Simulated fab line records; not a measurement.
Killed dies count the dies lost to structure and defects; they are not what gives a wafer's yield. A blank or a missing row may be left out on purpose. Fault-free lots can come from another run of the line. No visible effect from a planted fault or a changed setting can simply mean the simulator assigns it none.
What tool caused it?    flow gf180mcu    Sampling: 6 lots, 18 wafers, 2 of 602 route steps

## WHAT EACH GAUGE READ, for each wafer
GF_STI_THK_MEAS_04.
lot   measured     on             STI_CVD_03_THK (nm)
L735  day 1 18:39  film_metro-02  209.9 208.5 210.0
L737  day 2 05:22  film_metro-02  209.5 209.9 211.2
L740  day 2 20:28  film_metro-01  211.3 211.4 211.6
L748  day 4 11:35  film_metro-04  222.1 222.8 222.4
L751  day 5 02:34  film_metro-04  205.8 205.7 206.1
L757  day 6 08:43  film_metro-02  210.3 207.7 209.1

## WHAT TOOL EACH LOT RAN ON (gives the tool, then ch and the chambers of the sampled wafers, and finally the start)
lot   GF_STI_CVD_03
L735  lpcvd-02 ch 1, day 1 16:40
L737  lpcvd-01 ch 0, day 2 03:23
L740  lpcvd-01 ch 1, day 2 18:28
L748  lpcvd-02 ch 1, day 4 09:34
L751  lpcvd-01 ch 1, day 5 00:34
L757  lpcvd-01 ch 1, day 6 06:44
- GF_STI_CVD_03: deposits Si3N4 from DCS/NH3, target thk 207.16 nm, time 3551 s.

## THE ANSWER, worked out from the rows above alone
Rule: what is usual is taken from the lots themselves. Put in order of their means at a reading, lots are off if they are a third of the lots or fewer, leave a main group of 4 or more, and stand apart from it by a gap of 3 or more times the standard deviation of the main group's means; of several such gaps the widest counts. Not used: any main group whose means are identical at the precision the tables above print for the reading. Also off: a lot with no number at a reading for which 4 or more lots have one. Any other lot the step has rows for is counted as sound.
Off: L748, seen at GF_STI_THK_MEAS_04 (STI_CVD_03_THK). Main group: mean 209.2 nm, sd 1.9.
A tool fits if, at a process step before that reading, it ran every lot that is off, and no sound lot after the first of them. Those tools and the gauges at GF_STI_THK_MEAS_04 are tried in the same way. One fits: GF_STI_CVD_03 on lpcvd-02. A fault onset in the window from L735 (day 1 16:40, its last sound lot) to L748 (day 4 09:34, its first lot off) fits.

## WHAT THE SIMULATOR HAD PUT IN
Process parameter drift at GF_STI_CVD_03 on lpcvd-02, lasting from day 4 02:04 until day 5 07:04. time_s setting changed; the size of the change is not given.
Struck lots among those shown: L748. Same finding as the rule above.
